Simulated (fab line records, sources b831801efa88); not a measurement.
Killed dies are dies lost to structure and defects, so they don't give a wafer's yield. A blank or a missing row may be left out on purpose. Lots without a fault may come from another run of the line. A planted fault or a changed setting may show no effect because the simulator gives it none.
Which tool did it? | flow sfq_line | 14 lots, 42 wafers sampled, at 2 steps of a route of 325

WHAT THE GAUGES READ, wafer by wafer
SFQ_M5_OVL_MEAS_932.
lot  | measured     | on         | M5_OVL (nm)
L430 | day 45 01:27 | overlay-01 | 1 5 -3
L431 | day 45 12:16 | overlay-02 | -6 -8 -6
L433 | day 46 05:03 | overlay-02 | 6 7 10
L434 | day 47 08:40 | overlay-01 | 0 -9 -6
L435 | day 47 18:15 | overlay-02 | -1 2 0
L437 | day 48 17:04 | overlay-01 | 0 3 11
L438 | day 49 00:16 | overlay-01 | -1 7 1
L439 | day 49 12:15 | overlay-01 | 7 4 0
L443 | day 50 07:28 | overlay-01 | -3 -7 -6
L448 | day 51 20:33 | overlay-02 | -4 -1 -6
L449 | day 52 10:00 | overlay-01 | 4 2 12
L450 | day 52 17:12 | overlay-01 | 1 4 3
L451 | day 52 18:24 | overlay-01 | -7 -2 -3
L453 | day 53 04:01 | overlay-02 | 3 2 -1

SFQ_M6_RS_MEAS_938: measures by four-point-probe.
lot  | measured     | on            | M6_NB_RS (ohm/sq)
L430 | day 55 01:38 | film_metro-04 | 0.905 0.903 0.893
L431 | day 55 13:39 | film_metro-03 | 0.889 0.900 0.906
L433 | day 56 06:38 | film_metro-01 | 0.885 0.887 0.898
L434 | day 57 00:01 | film_metro-03 | 0.885 0.897 0.886
L435 | day 57 07:21 | film_metro-04 | 0.913 0.893 0.890
L437 | day 58 12:38 | film_metro-03 | 0.894 0.891 0.895
L438 | day 58 19:37 | film_metro-04 | 0.890 0.895 0.876
L439 | day 59 02:48 | film_metro-03 | 0.894 0.895 0.899
L443 | day 60 00:12 | film_metro-03 | 0.883 0.886 0.889
L448 | day 61 06:20 | film_metro-03 | 0.868 0.865 0.877
L449 | day 61 17:09 | film_metro-01 | 0.907 0.908 0.904
L450 | day 61 21:56 | film_metro-04 | 0.894 0.894 0.883
L451 | day 61 23:44 | film_metro-04 | 0.887 0.887 0.884
L453 | day 62 12:58 | film_metro-01 | 0.886 0.893 0.898

WHICH TOOL RAN EACH LOT (tool, then ch and the chambers of the sampled wafers, then the start)
The record holds no process step before these readings.

WHAT THE TOOLS THEMSELVES READ (means of the sampled wafers that have a number; where no wafer has one, the mark that the record gives instead)
The record holds no such reading with a usual standard deviation.

THE ANSWER, worked out from the rows above alone
Rule: what is usual is taken from the lots themselves. Put in order of their means at a reading, lots are off if they are a third of the lots or fewer, leave a main group of 4 or more, and stand apart from it by a gap of 3 or more times the standard deviation of the main group's means; of several such gaps the widest counts. A main group whose means are all the same, to the digits that the tables above print for the reading, isn't used. A lot without any number at a reading at which 4 lots or more have one is off too. The other lots that the step has rows for count as sound. The gauges are gone through in route order, then the tools' own readings, and for those a lot's mean is taken as printed above. The first step at which some lot is off is used, and at that step the reading that is off furthest; a lot without a number counts as furthest.
No lot is off at any reading shown: from this, nothing can be told.

WHAT THE SIMULATOR HAD PUT IN
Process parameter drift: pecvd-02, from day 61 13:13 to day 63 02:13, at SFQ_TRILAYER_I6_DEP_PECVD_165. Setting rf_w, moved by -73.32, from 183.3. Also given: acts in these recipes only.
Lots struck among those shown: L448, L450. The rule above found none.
